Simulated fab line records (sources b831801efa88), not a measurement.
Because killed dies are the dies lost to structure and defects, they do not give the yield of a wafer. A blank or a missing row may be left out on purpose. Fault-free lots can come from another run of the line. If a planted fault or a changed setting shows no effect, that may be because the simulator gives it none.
Which tool is to blame? + flow sky130 + 13 lots, 39 wafers sampled, at 5 steps of a route of 708

WHAT THE GAUGES READ, wafer by wafer
SKY_FIELD_ISO_THK_MEAS_04. Usual: for FIELD_ISO_CVD_03_THK the level is 164.7 nm and the standard deviation is 1.5.
| lot  | measured    | on            | FIELD_ISO_CVD_03_THK (nm) | flag |
|------|-------------|---------------|---------------------------|------|
| L598 | day 1 20:38 | film_metro-02 | 163.1 162.8 162.8         |      |
| L599 | day 2 01:05 | film_metro-04 | 164.0 164.1 163.1         |      |
| L600 | day 2 09:29 | film_metro-03 | 163.3 165.3 164.1         |      |
| L601 | day 2 12:24 | film_metro-03 | 167.1 164.8 165.4         |      |
| L602 | day 2 19:10 | film_metro-04 | 162.8 166.0 163.9         |      |
| L603 | day 2 23:21 | film_metro-03 | 164.7 165.2 166.1         |      |
| L606 | day 3 13:07 | film_metro-03 | 162.0 164.0 163.5         |      |
| L607 | day 3 17:22 | film_metro-03 | 162.6 163.0 162.0         |      |
| L608 | day 3 21:56 | film_metro-02 | 164.8 163.3 166.0         |      |
| L609 | day 4 02:01 | film_metro-04 | 164.7 165.1 164.4         |      |
| L615 | day 5 12:40 | film_metro-03 | 164.4 164.8 165.9         |      |
| L619 | day 6 04:03 | film_metro-04 | 163.8 163.6 163.5         |      |
| L620 | day 6 09:58 | film_metro-02 | 165.5 165.1 165.2         |      |

SKY_GATE_OXIDE_OVL_MEAS_10. Usual: for GATE_OXIDE_OVL the level is 0.9 nm and the standard deviation is 1.4.
| lot  | measured     | on         | GATE_OXIDE_OVL (nm) | flag |
|------|--------------|------------|---------------------|------|
| L598 | day 14 05:38 | overlay-01 | 0.1 1.4 1.3         |      |
| L599 | day 14 15:23 | overlay-02 | -0.7 -1.3 0.0       |      |
| L600 | day 15 14:48 | overlay-01 | 1.7 1.5 0.2         |      |
| L601 | day 15 14:03 | overlay-01 | 1.2 0.7 -0.6        |      |
| L602 | day 16 03:38 | overlay-02 | 4.5 2.9 3.4         |      |
| L603 | day 16 03:20 | overlay-02 | -1.4 1.2 0.3        |      |
| L606 | day 16 22:57 | overlay-01 | -1.1 0.2 -2.4       |      |
| L607 | day 17 07:43 | overlay-01 | 200.3 199.3 199.7   | OFF  |
| L608 | day 17 12:02 | overlay-02 | 196.8 198.4 197.1   | OFF  |
| L609 | day 18 05:47 | overlay-01 | 198.0 197.2 198.9   | OFF  |
| L615 | day 20 09:32 | overlay-01 | 0.9 0.3 2.1         |      |
| L619 | day 21 17:11 | overlay-01 | 1.1 1.5 2.5         |      |
| L620 | day 21 20:46 | overlay-01 | -0.6 -0.5 1.4       |      |

SKY_LI_CONTACT_RS_MEAS_22: measures by four-point-probe. Usual: for LI_CONTACT_W_RS the level is 0.281 ohm/sq and the standard deviation is 0.004.
| lot  | measured     | on            | LI_CONTACT_W_RS (ohm/sq) | flag |
|------|--------------|---------------|--------------------------|------|
| L598 | day 29 20:22 | film_metro-02 | 0.282 0.281 0.289        |      |
| L599 | day 30 02:35 | film_metro-01 | 0.274 0.281 0.276        |      |
| L600 | day 31 00:02 | film_metro-02 | 0.284 0.278 0.288        |      |
| L601 | day 30 23:04 | film_metro-02 | 0.282 0.283 0.284        |      |
| L602 | day 31 09:52 | film_metro-03 | 0.280 0.280 0.283        |      |
| L603 | day 31 08:41 | film_metro-03 | 0.281 0.282 0.278        |      |
| L606 | day 32 07:59 | film_metro-03 | 0.282 0.284 0.283        |      |
| L607 | day 32 12:44 | film_metro-02 | 0.284 0.281 0.284        |      |
| L608 | day 32 21:42 | film_metro-02 | 0.286 0.281 0.283        |      |
| L609 | day 33 06:38 | film_metro-02 | 0.280 0.280 0.277        |      |
| L615 | day 35 03:58 | film_metro-01 | 0.276 0.281 0.279        |      |
| L619 | day 36 06:52 | film_metro-01 | 0.287 0.289 0.286        |      |
| L620 | day 36 08:34 | film_metro-03 | 0.281 0.281 0.279        |      |

TOOL THAT RAN EACH LOT (tool first, then ch and the chambers of the sampled wafers, then the start)
| lot  | SKY_GATE_OXIDE_EXPOSE_07            | SKY_LI_CONTACT_STRIP_16              |
|------|-------------------------------------|--------------------------------------|
| L598 | iline_stepper-01 ch 0, day 13 17:29 | plasma_asher-01 ch 0,1, day 29 19:49 |
| L599 | iline_stepper-01 ch 0, day 14 03:20 | plasma_asher-01 ch 0,1, day 30 02:01 |
| L600 | iline_stepper-02 ch 0, day 15 01:35 | plasma_asher-01 ch 0,1, day 30 23:28 |
| L601 | iline_stepper-01 ch 0, day 15 01:20 | plasma_asher-04 ch 0,1, day 30 22:20 |
| L602 | iline_stepper-02 ch 0, day 15 13:59 | plasma_asher-01 ch 0,1, day 31 09:17 |
| L603 | iline_stepper-01 ch 0, day 15 13:40 | plasma_asher-04 ch 1, day 31 08:08   |
| L606 | iline_stepper-01 ch 0, day 16 09:31 | plasma_asher-01 ch 0,1, day 32 07:23 |
| L607 | iline_stepper-02 ch 0, day 16 17:20 | plasma_asher-04 ch 0,1, day 32 12:10 |
| L608 | iline_stepper-02 ch 0, day 16 21:35 | plasma_asher-03 ch 0,1, day 32 21:08 |
| L609 | iline_stepper-02 ch 0, day 17 15:34 | plasma_asher-01 ch 0,1, day 33 06:03 |
| L615 | iline_stepper-01 ch 0, day 19 18:49 | plasma_asher-03 ch 0,1, day 35 03:23 |
| L619 | iline_stepper-01 ch 0, day 21 01:51 | plasma_asher-03 ch 0,1, day 36 06:16 |
| L620 | iline_stepper-01 ch 0, day 21 05:59 | plasma_asher-03 ch 0,1, day 36 08:01 |
- SKY_GATE_OXIDE_EXPOSE_07: exposes mask LVOM, target cd 600 nm.
- SKY_LI_CONTACT_STRIP_16: strips in O2/N2.

AS READ BY THE TOOLS THEMSELVES (means over the sampled wafers that have a number; for cases with no such wafer, the mark the record gives instead)
SKY_LI_CONTACT_STRIP_16. Usual: drypump_motor_current_A 5.6 A, standard deviation 0.55; oes_product_au 0.376 a.u., standard deviation 0.0045; strip_time_to_endpoint_s 3.52 s, standard deviation 0.037.
| lot  | tool            | drypump_motor_current_A (A) | oes_product_au (a.u.) | strip_time_to_endpoint_s (s) | flag |
|------|-----------------|-----------------------------|-----------------------|------------------------------|------|
| L598 | plasma_asher-01 | 5.8                         | 0.377                 | 3.49                         |      |
| L599 | plasma_asher-01 | 5.8                         | 0.380                 | 3.52                         |      |
| L600 | plasma_asher-01 | 5.8                         | 0.377                 | 3.51                         |      |
| L601 | plasma_asher-04 | 6.3                         | 0.378                 | 3.52                         |      |
| L602 | plasma_asher-01 | 5.5                         | 0.381                 | 3.55                         |      |
| L603 | plasma_asher-04 | 6.5                         | 0.378                 | 3.52                         |      |
| L606 | plasma_asher-01 | 5.5                         | 0.374                 | 3.51                         |      |
| L607 | plasma_asher-04 | 6.2                         | 0.378                 | 3.52                         |      |
| L608 | plasma_asher-03 | 5.5                         | 0.377                 | 3.52                         |      |
| L609 | plasma_asher-01 | 5.5                         | 0.380                 | 3.51                         |      |
| L615 | plasma_asher-03 | 5.5                         | 0.376                 | 3.50                         |      |
| L619 | plasma_asher-03 | 5.5                         | 0.377                 | 3.55                         |      |
| L620 | plasma_asher-03 | 5.5                         | 0.371                 | 3.52                         |      |

THE ANSWER, worked out from the rows above alone
Rule: lot off if the mean of its wafers having a number is beyond 3 standard deviations from the usual mean. Also off: a lot with no number at a reading for which 4 or more lots have one. Where the step has rows for the other lots, those lots are counted as sound. First the gauges in route order, then the tools' own readings, where a lot's mean is used as printed above. At the first step where some lot is off, the reading lying furthest off is the one used; lots without a number count as furthest.
Off: at SKY_GATE_OXIDE_OVL_MEAS_10 (GATE_OXIDE_OVL), L607, L608, L609.
If a tool, at a process step before that reading, ran all the lots that are off and no sound lot after the first of them, it fits. Gauges at SKY_GATE_OXIDE_OVL_MEAS_10: tried the same way as those tools. One fits: iline_stepper-02 at SKY_GATE_OXIDE_EXPOSE_07. A fault onset in the window from L602 (day 15 13:59, its last sound lot) to L607 (day 16 17:20, its first lot off) fits.

WHAT THE SIMULATOR HAD INSERTED
Scanner matching overlay: iline_stepper-02, from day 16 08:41 on, at SKY_GATE_OXIDE_EXPOSE_07. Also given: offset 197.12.
Struck lots among those shown: L607, L608, L609. The rule given above showed the same thing.
